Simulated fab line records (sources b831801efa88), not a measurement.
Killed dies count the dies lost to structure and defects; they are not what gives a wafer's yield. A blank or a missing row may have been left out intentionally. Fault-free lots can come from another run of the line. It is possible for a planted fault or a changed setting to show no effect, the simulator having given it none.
A single fault, viewed from 2 desks / flow gf180mcu / numbers are kept per desk, each desk with only its own; the story behind them comes last

DESK OF THE TOOL OWNER: furnace-02
The tool's own readings at GF_DUAL_GATE_OXIDATION_02 (stabilise 600 s, purge 300 s, target thk 10.887 nm): means of the sampled wafers that have a number, for each lot that ran on this tool. The brackets show how far a lot's mean lies from the usual mean; more than 4 standard deviations puts the lot out of limits, marked OUT.
Columns: A = spike tc lower C at GF_DUAL_GATE_OXIDATION_02, usual 901.3 C; B = zone power top pct at GF_DUAL_GATE_OXIDATION_02, usual 34.3 %
lot=L533; first seen here=day 9 00:18; A=901.4; B=37.5
lot=L539; first seen here=day 10 15:10; A=901.0; B=37.7
lot=L541; first seen here=day 11 06:49; A=900.2; B=38.2
This desk's finding: nothing out of limits on any of the 3 lots.

THE METROLOGY DESK
Means of the sampled wafers that have a number, per lot and without regard to the tool the lot ran on: this is what the gauges read. The brackets show how far a lot's mean lies from the usual mean; more than 4 standard deviations puts the lot out of limits, marked OUT.
Columns: A = VT_IMPLANT_4_TW at GF_VT_IMPLANT_TW_MEAS_43, usual 695; B = MVSD_RS at GF_VT_IMPLANT_RS_MEAS_46, usual 456.4 ohm/sq; C = NWELL_RS at GF_VT_IMPLANT_RS_MEAS_47, usual 487.7 ohm/sq; D = LVPWELL_RS at GF_VT_IMPLANT_RS_MEAS_48, usual 1197.9 ohm/sq; E = MVPSD_RS at GF_VT_IMPLANT_RS_MEAS_49, usual 1168.8 ohm/sq; F = DUAL_GATE_OXIDATION_00_THK at GF_DUAL_GATE_THK_MEAS_03, usual 11.02 nm; G = DUAL_GATE_OVL at GF_DUAL_GATE_OVL_MEAS_11, usual 0.6 nm
lot=L531; first seen here=day 8 09:16; A=696; B=458.0; C=488.9; D=1198.3; E=1169.1; F=10.77; G=0.0
lot=L533; first seen here=day 8 22:46; A=702; B=454.9; C=488.1; D=1194.0; E=1166.3; F=10.97; G=2.1
lot=L539; first seen here=day 10 13:34; A=688; B=456.4; C=485.4; D=1200.2; E=1171.4; F=10.70; G=-0.1
lot=L541; first seen here=day 11 05:28; A=688; B=455.4; C=487.5; D=1197.9; E=1166.3; F=10.76; G=1.5
lot=L542; first seen here=day 11 10:41; A=686; B=454.9; C=487.4; D=1197.5; E=1168.0; F=11.17; G=0.8
lot=L548; first seen here=day 13 04:07; A=699; B=455.9; C=486.9; D=1195.1; E=1166.8; F=10.86; G=-1.7
This desk's finding: nothing out of limits on any of the 6 lots.

TAKEN TOGETHER
The desk of the tool owner found nothing out of limits.
Nothing out of limits was seen by the metrology desk.

WHAT THE SIMULATOR HAD INSERTED
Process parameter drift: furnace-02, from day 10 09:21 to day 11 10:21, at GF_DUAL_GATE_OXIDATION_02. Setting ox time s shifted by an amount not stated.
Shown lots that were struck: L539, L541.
